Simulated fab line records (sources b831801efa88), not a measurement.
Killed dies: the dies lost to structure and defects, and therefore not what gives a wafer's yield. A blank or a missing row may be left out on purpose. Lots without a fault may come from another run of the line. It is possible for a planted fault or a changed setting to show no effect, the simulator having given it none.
Which tool is to blame? / flow sky130 / Sampling: 12 lots, 36 wafers, 5 of 708 route steps

## WHAT EACH GAUGE READ, for each wafer
Not one reading of a measure or inspect step in the record can be checked against a usual standard deviation.

## EACH LOT AND THE TOOL THAT RAN IT (in order: tool; ch and the chambers of the sampled wafers; start)
lot=L502; SKY_VT_ADJUST_HVTR_COAT_02=lithoTrack-03 ch 0, day 9 22:35; SKY_VT_ADJUST_HVTR_STRIP_10=plasmaAsher-03 ch 0,1, day 10 09:48; SKY_METAL3_SPUTTER_00=pvdSputter-04, day 37 03:22; SKY_METAL3_SPUTTER_01=pvdSputter-04, day 37 03:23; SKY_CAPM_CVD_00=pecvd-04 ch 0,2, day 37 03:31
lot=L503; SKY_VT_ADJUST_HVTR_COAT_02=lithoTrack-02 ch 0, day 9 22:38; SKY_VT_ADJUST_HVTR_STRIP_10=plasmaAsher-02 ch 0,1, day 10 10:04; SKY_METAL3_SPUTTER_00=pvdSputter-01, day 37 12:41; SKY_METAL3_SPUTTER_01=pvdSputter-01, day 37 12:42; SKY_CAPM_CVD_00=pecvd-01 ch 0,2, day 37 12:50
lot=L505; SKY_VT_ADJUST_HVTR_COAT_02=lithoTrack-03 ch 0, day 10 13:14; SKY_VT_ADJUST_HVTR_STRIP_10=plasmaAsher-03 ch 0,1, day 11 01:34; SKY_METAL3_SPUTTER_00=pvdSputter-01, day 38 00:11; SKY_METAL3_SPUTTER_01=pvdSputter-01, day 38 00:12; SKY_CAPM_CVD_00=pecvd-01 ch 0,1,2, day 38 00:20
lot=L507; SKY_VT_ADJUST_HVTR_COAT_02=lithoTrack-02 ch 0, day 10 17:25; SKY_VT_ADJUST_HVTR_STRIP_10=plasmaAsher-03 ch 0,1, day 11 04:43; SKY_METAL3_SPUTTER_00=pvdSputter-01, day 38 06:19; SKY_METAL3_SPUTTER_01=pvdSputter-01, day 38 06:20; SKY_CAPM_CVD_00=pecvd-03 ch 0,1, day 38 06:28
lot=L508; SKY_VT_ADJUST_HVTR_COAT_02=lithoTrack-03 ch 0, day 11 05:43; SKY_VT_ADJUST_HVTR_STRIP_10=plasmaAsher-02 ch 0,1, day 11 18:13; SKY_METAL3_SPUTTER_00=pvdSputter-04, day 38 17:28; SKY_METAL3_SPUTTER_01=pvdSputter-04, day 38 17:29; SKY_CAPM_CVD_00=pecvd-03 ch 1,2, day 38 17:37
lot=L512; SKY_VT_ADJUST_HVTR_COAT_02=lithoTrack-03 ch 0, day 12 03:53; SKY_VT_ADJUST_HVTR_STRIP_10=plasmaAsher-03 ch 0,1, day 12 17:09; SKY_METAL3_SPUTTER_00=pvdSputter-01, day 39 19:54; SKY_METAL3_SPUTTER_01=pvdSputter-01, day 39 19:55; SKY_CAPM_CVD_00=pecvd-01 ch 0,2, day 39 20:03
lot=L513; SKY_VT_ADJUST_HVTR_COAT_02=lithoTrack-03 ch 0, day 12 10:29; SKY_VT_ADJUST_HVTR_STRIP_10=plasmaAsher-03 ch 0,1, day 12 23:59; SKY_METAL3_SPUTTER_00=pvdSputter-01, day 39 23:20; SKY_METAL3_SPUTTER_01=pvdSputter-01, day 39 23:21; SKY_CAPM_CVD_00=pecvd-01 ch 0,1,2, day 39 23:29
lot=L514; SKY_VT_ADJUST_HVTR_COAT_02=lithoTrack-03 ch 0, day 12 14:14; SKY_VT_ADJUST_HVTR_STRIP_10=plasmaAsher-02 ch 0, day 13 03:17; SKY_METAL3_SPUTTER_00=pvdSputter-04, day 40 02:26; SKY_METAL3_SPUTTER_01=pvdSputter-04, day 40 02:27; SKY_CAPM_CVD_00=pecvd-04 ch 0,1,2, day 40 02:35
lot=L516; SKY_VT_ADJUST_HVTR_COAT_02=lithoTrack-03 ch 0, day 13 03:17; SKY_VT_ADJUST_HVTR_STRIP_10=plasmaAsher-02 ch 0, day 13 16:04; SKY_METAL3_SPUTTER_00=pvdSputter-03, day 40 18:56; SKY_METAL3_SPUTTER_01=pvdSputter-03, day 40 18:57; SKY_CAPM_CVD_00=pecvd-01 ch 0,1, day 40 19:05
lot=L517; SKY_VT_ADJUST_HVTR_COAT_02=lithoTrack-02 ch 0, day 13 13:10; SKY_VT_ADJUST_HVTR_STRIP_10=plasmaAsher-04 ch 0,1, day 14 03:23; SKY_METAL3_SPUTTER_00=pvdSputter-01, day 41 03:12; SKY_METAL3_SPUTTER_01=pvdSputter-01, day 41 03:13; SKY_CAPM_CVD_00=pecvd-04 ch 0,1, day 41 03:21
lot=L524; SKY_VT_ADJUST_HVTR_COAT_02=lithoTrack-02 ch 0, day 15 15:25; SKY_VT_ADJUST_HVTR_STRIP_10=plasmaAsher-02 ch 0,1, day 16 06:17; SKY_METAL3_SPUTTER_00=pvdSputter-03, day 43 01:28; SKY_METAL3_SPUTTER_01=pvdSputter-03, day 43 01:29; SKY_CAPM_CVD_00=pecvd-04 ch 0,2, day 43 01:37
lot=L525; SKY_VT_ADJUST_HVTR_COAT_02=lithoTrack-03 ch 0, day 16 00:29; SKY_VT_ADJUST_HVTR_STRIP_10=plasmaAsher-02 ch 0,1, day 16 15:23; SKY_METAL3_SPUTTER_00=pvdSputter-03, day 43 05:43; SKY_METAL3_SPUTTER_01=pvdSputter-03, day 43 05:44; SKY_CAPM_CVD_00=pecvd-04 ch 0,1,2, day 43 05:52
- SKY_VT_ADJUST_HVTR_COAT_02: resist thk 1140 nm.
- SKY_VT_ADJUST_HVTR_STRIP_10: strips in O2/N2.
- SKY_METAL3_SPUTTER_00: material Ti, target thk 15 nm, time 10 s.
- SKY_METAL3_SPUTTER_01: material TiN, target thk 20 nm, time 16.7 s.
- SKY_CAPM_CVD_00: deposits SiO2, target thk 15.5 nm.

## WHAT THE TOOLS THEMSELVES READ (means of the sampled wafers that have a number; where no wafer has one, the mark that the record gives instead)
SKY_VT_ADJUST_HVTR_COAT_02.
lot=L502; tool=lithoTrack-03; dispensePressureKPa (kPa)=58
lot=L503; tool=lithoTrack-02; dispensePressureKPa (kPa)=47
lot=L505; tool=lithoTrack-03; dispensePressureKPa (kPa)=58
lot=L507; tool=lithoTrack-02; dispensePressureKPa (kPa)=47
lot=L508; tool=lithoTrack-03; dispensePressureKPa (kPa)=58
lot=L512; tool=lithoTrack-03; dispensePressureKPa (kPa)=58
lot=L513; tool=lithoTrack-03; dispensePressureKPa (kPa)=58
lot=L514; tool=lithoTrack-03; dispensePressureKPa (kPa)=58
lot=L516; tool=lithoTrack-03; dispensePressureKPa (kPa)=58
lot=L517; tool=lithoTrack-02; dispensePressureKPa (kPa)=47
lot=L524; tool=lithoTrack-02; dispensePressureKPa (kPa)=47
lot=L525; tool=lithoTrack-03; dispensePressureKPa (kPa)=58

SKY_VT_ADJUST_HVTR_STRIP_10.
lot=L502; tool=plasmaAsher-03; drypumpMotorCurrentA (A)=5.9; oesProductAu (a.u.)=0.709; stripTimeToEndpointS (s)=14.20
lot=L503; tool=plasmaAsher-02; drypumpMotorCurrentA (A)=5.3; oesProductAu (a.u.)=0.720; stripTimeToEndpointS (s)=14.22
lot=L505; tool=plasmaAsher-03; drypumpMotorCurrentA (A)=5.4; oesProductAu (a.u.)=0.714; stripTimeToEndpointS (s)=14.22
lot=L507; tool=plasmaAsher-03; drypumpMotorCurrentA (A)=5.8; oesProductAu (a.u.)=0.718; stripTimeToEndpointS (s)=14.16
lot=L508; tool=plasmaAsher-02; drypumpMotorCurrentA (A)=5.3; oesProductAu (a.u.)=0.713; stripTimeToEndpointS (s)=14.22
lot=L512; tool=plasmaAsher-03; drypumpMotorCurrentA (A)=5.8; oesProductAu (a.u.)=0.717; stripTimeToEndpointS (s)=14.21
lot=L513; tool=plasmaAsher-03; drypumpMotorCurrentA (A)=5.4; oesProductAu (a.u.)=0.718; stripTimeToEndpointS (s)=14.22
lot=L514; tool=plasmaAsher-02; drypumpMotorCurrentA (A)=5.0; oesProductAu (a.u.)=0.713; stripTimeToEndpointS (s)=14.32
lot=L516; tool=plasmaAsher-02; drypumpMotorCurrentA (A)=4.9; oesProductAu (a.u.)=0.714; stripTimeToEndpointS (s)=14.38
lot=L517; tool=plasmaAsher-04; drypumpMotorCurrentA (A)=5.9; oesProductAu (a.u.)=0.717; stripTimeToEndpointS (s)=14.17
lot=L524; tool=plasmaAsher-02; drypumpMotorCurrentA (A)=5.2; oesProductAu (a.u.)=0.714; stripTimeToEndpointS (s)=14.19
lot=L525; tool=plasmaAsher-02; drypumpMotorCurrentA (A)=5.1; oesProductAu (a.u.)=0.720; stripTimeToEndpointS (s)=14.18

SKY_METAL3_SPUTTER_00.
lot=L502; tool=pvdSputter-04; throttleValvePct (%)=30.1
lot=L503; tool=pvdSputter-01; throttleValvePct (%)=29.9
lot=L505; tool=pvdSputter-01; throttleValvePct (%)=30.1
lot=L507; tool=pvdSputter-01; throttleValvePct (%)=30.7
lot=L508; tool=pvdSputter-04; throttleValvePct (%)=30.3
lot=L512; tool=pvdSputter-01; throttleValvePct (%)=30.0
lot=L513; tool=pvdSputter-01; throttleValvePct (%)=30.4
lot=L514; tool=pvdSputter-04; throttleValvePct (%)=30.2
lot=L516; tool=pvdSputter-03; throttleValvePct (%)=30.4
lot=L517; tool=pvdSputter-01; throttleValvePct (%)=30.5
lot=L524; tool=pvdSputter-03; throttleValvePct (%)=29.8
lot=L525; tool=pvdSputter-03; throttleValvePct (%)=29.8

SKY_METAL3_SPUTTER_01.
lot=L502; tool=pvdSputter-04; throttleValvePct (%)=30.1
lot=L503; tool=pvdSputter-01; throttleValvePct (%)=29.8
lot=L505; tool=pvdSputter-01; throttleValvePct (%)=30.1
lot=L507; tool=pvdSputter-01; throttleValvePct (%)=30.7
lot=L508; tool=pvdSputter-04; throttleValvePct (%)=30.5
lot=L512; tool=pvdSputter-01; throttleValvePct (%)=29.8
lot=L513; tool=pvdSputter-01; throttleValvePct (%)=30.2
lot=L514; tool=pvdSputter-04; throttleValvePct (%)=30.3
lot=L516; tool=pvdSputter-03; throttleValvePct (%)=30.6
lot=L517; tool=pvdSputter-01; throttleValvePct (%)=30.4
lot=L524; tool=pvdSputter-03; throttleValvePct (%)=29.9
lot=L525; tool=pvdSputter-03; throttleValvePct (%)=29.8

SKY_CAPM_CVD_00.
lot=L502; tool=pecvd-04; heaterPowerW (W)=751
lot=L503; tool=pecvd-01; heaterPowerW (W)=813
lot=L505; tool=pecvd-01; heaterPowerW (W)=748
lot=L507; tool=pecvd-03; heaterPowerW (W)=888
lot=L508; tool=pecvd-03; heaterPowerW (W)=832
lot=L512; tool=pecvd-01; heaterPowerW (W)=768
lot=L513; tool=pecvd-01; heaterPowerW (W)=760
lot=L514; tool=pecvd-04; heaterPowerW (W)=727
lot=L516; tool=pecvd-01; heaterPowerW (W)=694
lot=L517; tool=pecvd-04; heaterPowerW (W)=708
lot=L524; tool=pecvd-04; heaterPowerW (W)=761
lot=L525; tool=pecvd-04; heaterPowerW (W)=660

## THE ANSWER, worked out from the rows above alone
Rule: usual is defined by the lots themselves. Put in order of their means at a reading, lots are off if they are a third of the lots or fewer, leave a main group of 4 or more, and stand apart from it by a gap of 3 or more times the standard deviation of the main group's means; of several such gaps the widest counts. A main group is skipped when, at the precision printed for the reading in the tables above, its means are all equal. A lot without any number at a reading at which 4 lots or more have one is off too. The other lots that the step has rows for count as sound. Order of review: gauges by route order, followed by the tools' own readings, for which a lot's mean as printed above is used. The first step at which some lot is off is used, and at that step the reading that is off furthest; a lot without a number counts as furthest.
Off at SKY_VT_ADJUST_HVTR_STRIP_10 (stripTimeToEndpointS): L514, L516. Main group: mean 14.20 s, sd 0.022.
A tool fits if, at that step or a process step before it, it ran every lot that is off, and no sound lot after the first of them. Of those tried, none fits.

## WHAT THE SIMULATOR PUT IN
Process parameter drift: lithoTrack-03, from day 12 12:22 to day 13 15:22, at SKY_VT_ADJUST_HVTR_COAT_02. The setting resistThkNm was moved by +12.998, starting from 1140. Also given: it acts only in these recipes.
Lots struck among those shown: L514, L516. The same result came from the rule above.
